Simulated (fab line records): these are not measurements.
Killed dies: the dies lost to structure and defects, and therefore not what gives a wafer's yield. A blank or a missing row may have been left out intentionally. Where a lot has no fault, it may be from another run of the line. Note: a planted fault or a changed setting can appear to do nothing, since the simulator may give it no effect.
Comparing a struck lot with a sound one | flow sky130 | 43 out of 708 route steps
Sound: wafers L171.3, L171.5, L171.6. Struck: wafer L187.5. (L187.2 of the same lot was not struck and is left out.) The cause comes at the end.
Per side, at each step with rows, come the tool, then ch with its chambers, and then its first start. Under that, the readings that differ: sound wafers | struck wafers | difference of the means | sigmas: that difference in standard deviations of wafers without a fault.
alike: readings with means less than 2 such deviations apart, plus words and numbers identical on both sides. not compared: withheld readings, readings lacking a value on some wafer, bounds such as >300 that could conceal the same value, and numbers that have no deviation in the record and whose values overlap.
A row with sigmas, a row that says differs or no value, or rows on one side alone: a step with any of these is where the two part. Non-overlapping numbers with no deviation appear without sigmas and do not part them. Lack of a reading on every wafer of one side parts them only where that side has two or more wafers.

first, 8 steps without rows for these wafers: SKY_LOCAL_INTERCONNECT_DEHYDRATE_03 (time 60 s); SKY_LOCAL_INTERCONNECT_HMDS_04 (prime time 60 s); SKY_LOCAL_INTERCONNECT_COAT_05 (resist thk 60 nm); SKY_LOCAL_INTERCONNECT_COAT_06 (resist thk 450 nm); SKY_LOCAL_INTERCONNECT_SOFTBAKE_07 (time 90 s); SKY_LOCAL_INTERCONNECT_EXPOSE_08 (exposes mask LI1M, target cd 170 nm); SKY_LOCAL_INTERCONNECT_PEB_09; SKY_LOCAL_INTERCONNECT_DEVELOP_10 (develop time 60 s).
SKY_LOCAL_INTERCONNECT_CD_MEAS_11: target cd 170 nm.
  struck on cdSem-02, day 36 19:10; sound on cdSem-02, day 32 12:38
  alike: cdNm
SKY_LOCAL_INTERCONNECT_OVL_MEAS_12:
  struck on overlay-02, day 36 19:17; sound on overlay-01, day 32 12:44
  alike: LOCAL_INTERCONNECT_OVL
then, 1 step without rows for these wafers: SKY_LOCAL_INTERCONNECT_ETCH_13 (etches BARC in N2/H2, stops on SiO2, time 45.9 s, target depth 60 nm).
SKY_LOCAL_INTERCONNECT_METAL_ETCH_14: etches TiN in Cl2/BCl3, stops on PSG, target depth 110 nm, time 31.4 s.
  sound on rieMetal-02 ch 0,1, day 32 12:50; struck on rieMetal-02 ch 1, day 36 19:22
  alike: bcl3FlowSccm, drypumpMotorCurrentA, oesProductAu, throttleValvePct
  not compared: rfHoursCounterH
SKY_LOCAL_INTERCONNECT_STRIP_15: strips in O2/N2.
  sound on plasmaAsher-01 ch 0,1, day 32 12:54; struck on plasmaAsher-03 ch 1, day 36 19:25
  alike: drypumpMotorCurrentA, oesProductAu, stripTimeToEndpointS
  not compared: rfHoursCounterH
then, 3 steps without rows for these wafers: SKY_LOCAL_INTERCONNECT_STRIP_16 (strips in post etch residue remover, time 1200 s); SKY_LOCAL_INTERCONNECT_CLEAN_17 (cleans in IPA, time 180 s); SKY_LOCAL_INTERCONNECT_CLEAN_18 (cleans in O3/DIW).
SKY_CONTACT_CVD_00: deposits Si3N4, target thk 75 nm.
  sound on pecvd-03 ch 1,2, day 32 13:34; struck on pecvd-04 ch 2, day 36 20:01
  alike: heaterPowerW
SKY_CONTACT_THK_MEAS_01:
  struck on filmMetro-04, day 36 20:04; sound on filmMetro-04, day 32 13:37
  alike: CONTACT_CVD_00_THK
then, 1 step without rows for these wafers: SKY_CONTACT_HDPCVD_02 (deposits SiO2, target thk 565 nm, time 94.2 s).
SKY_CONTACT_THK_MEAS_03:
  struck on filmMetro-01, day 36 20:11; sound on filmMetro-01, day 32 13:44
  alike: CONTACT_HDPCVD_THK
SKY_CONTACT_CMP_04: polishes SiO2.
  sound on cmp-02 ch 2,3, day 32 13:50; struck on cmp-01 ch 2, day 36 20:23
  alike: motorCurrentA, slurryFilterDpKPa, timeToEndpointS
SKY_CONTACT_BOW_MEAS_05:
  struck on filmMetro-01, day 36 20:34; sound on filmMetro-01, day 32 14:07
  alike: CONTACT_BOW
then, 8 steps without rows for these wafers: SKY_CONTACT_DEHYDRATE_06 (time 60 s); SKY_CONTACT_HMDS_07 (prime time 60 s); SKY_CONTACT_COAT_08 (resist thk 60 nm); SKY_CONTACT_COAT_09 (resist thk 450 nm); SKY_CONTACT_SOFTBAKE_10 (time 90 s); SKY_CONTACT_EXPOSE_11 (exposes mask CTM1, target cd 170 nm); SKY_CONTACT_PEB_12; SKY_CONTACT_DEVELOP_13 (develop time 60 s).
SKY_CONTACT_CD_MEAS_14: target cd 170 nm.
  struck on cdSem-02, day 37 21:52; sound on cdSem-02, day 33 16:26
  alike: cdNm
SKY_CONTACT_OVL_MEAS_15:
  struck on overlay-01, day 37 21:58; sound on overlay-02, day 33 16:32
  alike: CONTACT_OVL
then, 1 step without rows for these wafers: SKY_CONTACT_ETCH_16 (etches BARC in N2/H2, stops on SiO2, time 45.9 s, target depth 60 nm).
SKY_CONTACT_ETCH_17: etches SiO2 in C4F8/O2/Ar, stops on Si3N4, target depth 340 nm.
  sound on rieDiel-03 ch 0,2,3, day 33 16:36; struck on rieDiel-04 ch 2, day 37 22:02
  alike: oesProductAu
SKY_CONTACT_ETCH_18: etches Si3N4 in CHF3/O2, stops on TiN, time 39 s, target depth 75 nm.
  sound on rieDiel-03 ch 0,2,3; struck on rieDiel-04 ch 2
  alike: drypumpMotorCurrentA, oesProductAu, throttleValvePct
  not compared: rfHoursCounterH
then, 6 steps without rows for these wafers: SKY_CONTACT_STRIP_19 (strips in O2/N2); SKY_CONTACT_STRIP_20 (strips in post etch residue remover, time 1200 s); SKY_CONTACT_CLEAN_21 (cleans in IPA, time 180 s); SKY_CONTACT_CLEAN_22 (cleans in O3/DIW); SKY_CONTACT_SPUTTER_23 (material TiN, target thk 20 nm, time 80 s); SKY_CONTACT_CVD_24 (deposits W, target thk 340 nm, time 102.12 s).
SKY_CONTACT_RS_MEAS_25: measures by four-point-probe.
  struck on filmMetro-04, day 37 22:57; sound on filmMetro-04, day 33 17:30
  alike: CONTACT_W_RS
-- the record jumps here: 12 days lie between the struck wafers' starts before and after (it left off in module CONTACT and takes up again in module PAD_OPEN, whose first step shown is number 708 of the route) --
SKY_PAD_OPEN_PROBE_99:
  struck on prober-02, day 50 08:15; sound on prober-01, day 47 11:14
reading          | sound    | struck | difference | sigmas
killedAtContacts | 33 24 29 | 79     | +50        | +10
killedDies       | 99 77 82 | 133    | +47        | +5
killedShort      | 49 42 45 | 31     | -14        | -2
  alike: killed_at_M0_to_M3, killed_at_M4_up, killedAtFrontEnd, killedAtOther, killedOpen

WHERE THEY PART
Only at SKY_PAD_OPEN_PROBE_99, as far as this record shows.

WHY: what had been put in by the simulator
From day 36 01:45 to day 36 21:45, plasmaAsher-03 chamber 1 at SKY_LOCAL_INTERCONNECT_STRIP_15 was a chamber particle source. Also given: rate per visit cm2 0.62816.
